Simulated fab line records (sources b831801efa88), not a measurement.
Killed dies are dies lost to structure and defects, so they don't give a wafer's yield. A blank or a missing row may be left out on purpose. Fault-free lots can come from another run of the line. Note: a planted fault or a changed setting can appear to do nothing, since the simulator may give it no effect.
Which tool was responsible? | flow sky130 | Sampling: 6 lots, 18 wafers, 3 of 708 route steps

== WHAT THE GAUGES SHOWED, per wafer ==
SKY_SD_N_OVL_MEAS_08.
lot  | measured     | on         | SD_N_OVL (nm)
L825 | day 29 08:03 | overlay-01 | -0.5 -2.1 -0.4
L835 | day 32 11:30 | overlay-01 | 0.0 1.0 0.6
L837 | day 33 14:37 | overlay-02 | 1.2 2.0 -1.3
L838 | day 33 22:00 | overlay-02 | -0.9 0.2 -1.1
L843 | day 34 13:05 | overlay-02 | -0.9 0.7 0.4
L844 | day 34 19:10 | overlay-02 | -0.5 -0.9 -2.4

== WHAT TOOL EACH LOT RAN ON (gives the tool, then ch and the chambers of the sampled wafers, and finally the start) ==
lot  | SKY_POLY_CUT_ETCH_10              | SKY_RES_XHIGH_EXPOSE_04
L825 | rieDiel-02 ch 0,3, day 25 17:25   | ilineStepper-01 ch 0, day 27 13:26
L835 | rieDiel-02 ch 0,1,3, day 29 00:55 | ilineStepper-02 ch 0, day 30 18:40
L837 | rieDiel-01 ch 0,2,3, day 30 04:13 | ilineStepper-01 ch 0, day 31 22:18
L838 | rieDiel-02 ch 0,3, day 30 12:16   | ilineStepper-01 ch 0, day 32 05:55
L843 | rieDiel-02 ch 1,2, day 31 03:46   | ilineStepper-02 ch 0, day 32 21:05
L844 | rieDiel-02 ch 0,1,3, day 31 11:19 | ilineStepper-01 ch 0, day 33 04:17
- SKY_POLY_CUT_ETCH_10: etches BARC in N2/H2, stops on SiO2, time 45.9 s, target depth 60 nm.
- SKY_RES_XHIGH_EXPOSE_04: exposes mask URPM, target cd 1270 nm.

== THE ANSWER, worked out from the rows above alone ==
Rule: the lots themselves supply what counts as usual. Put in order of their means at a reading, lots are off if they are a third of the lots or fewer, leave a main group of 4 or more, and stand apart from it by a gap of 3 or more times the standard deviation of the main group's means; of several such gaps the widest counts. If all means in a main group match to the digits the tables above print for the reading, that group is not used. Also off: a lot with no number at a reading for which 4 or more lots have one. Any other lot the step has rows for is counted as sound.
No lot is off at any reading shown: from this, nothing can be told.

== WHAT WAS PUT IN BY THE SIMULATOR ==
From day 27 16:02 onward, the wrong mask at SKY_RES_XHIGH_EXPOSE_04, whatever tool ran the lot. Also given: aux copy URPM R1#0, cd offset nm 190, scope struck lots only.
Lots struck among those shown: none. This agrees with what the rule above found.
